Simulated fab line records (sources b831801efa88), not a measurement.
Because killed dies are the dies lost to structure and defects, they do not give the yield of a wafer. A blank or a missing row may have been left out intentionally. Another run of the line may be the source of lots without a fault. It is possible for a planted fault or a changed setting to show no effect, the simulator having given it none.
Comparing a struck lot with a sound one / flow sky130 / 15 out of 708 route steps
Sound: the wafers L719.1, L719.4, L719.5. Wafers struck: L718.2, L718.6. The cause is given at the end.
Per side, at each step with rows, come the tool, then ch with its chambers, and then its first start. Under that, the readings that differ: sound wafers / struck wafers / difference of the means / sigmas: that difference in standard deviations of wafers without a fault.
alike: same words and numbers on both sides, and readings whose means sit less than 2 such deviations apart. not compared: any withheld reading, any reading some wafer has no value for, any bound like >300 that may hide the same value, and any number with overlapping values for which the record gives no deviation.
The two part at a step that has a row with sigmas, a row that says differs or no value, or rows on one side only. Numbers that don't overlap but have no deviation are shown without sigmas and don't part them. Lack of a reading on every wafer of one side parts them only where that side has two or more wafers.

first, 4 steps without rows for these wafers: SKY_VIA3_STRIP_16 (strips in O2/N2); SKY_VIA3_STRIP_17 (strips in post etch residue remover, time 1200 s); SKY_VIA3_CLEAN_18 (cleans in IPA, time 180 s); SKY_VIA3_CLEAN_19 (cleans in O3/DIW).
SKY_VIA3_SPUTTER_20: material TiN, target thk 20 nm, time 80 s.
  sound: pvdSputter-04 at day 43 13:04; struck: pvdSputter-04 at day 43 10:24
  alike: throttleValvePct
then, 1 step without rows for these wafers: SKY_VIA3_CVD_21 (deposits W, target thk 390 nm, time 117.31 s).
SKY_VIA3_RS_MEAS_22: a four-point-probe measurement.
  sound: filmMetro-03 at day 43 13:15; struck: filmMetro-02 at day 43 10:36
  alike: VIA3_W_RS
SKY_VIA3_THK_MEAS_23: measures by xrf.
  sound: filmMetro-03 at day 43 13:22; struck: filmMetro-02 at day 43 10:43
  alike: VIA3_W_THK
SKY_VIA3_CMP_24: polishes, stops on SiO2, t overpolish 20 s, target thk 0 nm.
  sound on cmp-01 ch 1,2,3, day 43 13:32; struck on cmp-01 ch 2, day 43 10:49
  alike: motorCurrentA, overpolishRunS, timeToEndpointS
then, 1 step without rows for these wafers: SKY_METAL4_SPUTTER_00 (material Ti, target thk 15 nm, time 10 s).
SKY_METAL4_SPUTTER_01: material TiN, target thk 20 nm, time 16.7 s.
  sound: pvdSputter-03 at day 43 13:45; struck: pvdSputter-02 at day 43 11:05
  alike: throttleValvePct
SKY_METAL4_SPUTTER_02: material AlCu, target thk 735 nm, time 39.1 s.
  sound: pvdSputter-03 at day 43 13:47; struck: pvdSputter-02 at day 43 11:07
  alike: throttleValvePct
SKY_METAL4_SPUTTER_03: material Ti, target thk 5 nm, time 3.3 s.
  sound: pvdSputter-03 at day 43 13:49; struck: pvdSputter-02 at day 43 11:09
reading=throttleValvePct (%); sound=30.1 30.7 30.7; struck=28.2 28.1; difference=-2.4; sigmas=-2
reading=model.Ti_of_METAL4_SPUTTER_03.thkNm (nm); sound=5.165 5.155 5.253; struck=3.463 3.443; difference=-1.738; sigmas=
SKY_METAL4_SPUTTER_04: material TiN, target thk 70 nm, time 58.3 s.
  sound: pvdSputter-03 at day 43 13:50; struck: pvdSputter-02 at day 43 11:10
  alike: throttleValvePct
-- the record jumps here: 5 days lie between the struck wafers' starts before and after (it left off in module METAL4 and takes up again in module PAD_OPEN, whose first step shown is number 708 of the route) --
SKY_PAD_OPEN_PROBE_99:
  the record has rows for the struck wafers here (prober-01, day 48 20:26) and none for the sound ones

## WHERE THEY PART
First at SKY_METAL4_SPUTTER_03; last, within this record, at SKY_PAD_OPEN_PROBE_99.

WHY: what the simulator had put in
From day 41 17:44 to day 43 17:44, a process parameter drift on pvdSputter-02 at SKY_METAL4_SPUTTER_03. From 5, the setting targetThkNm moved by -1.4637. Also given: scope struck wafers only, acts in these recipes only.
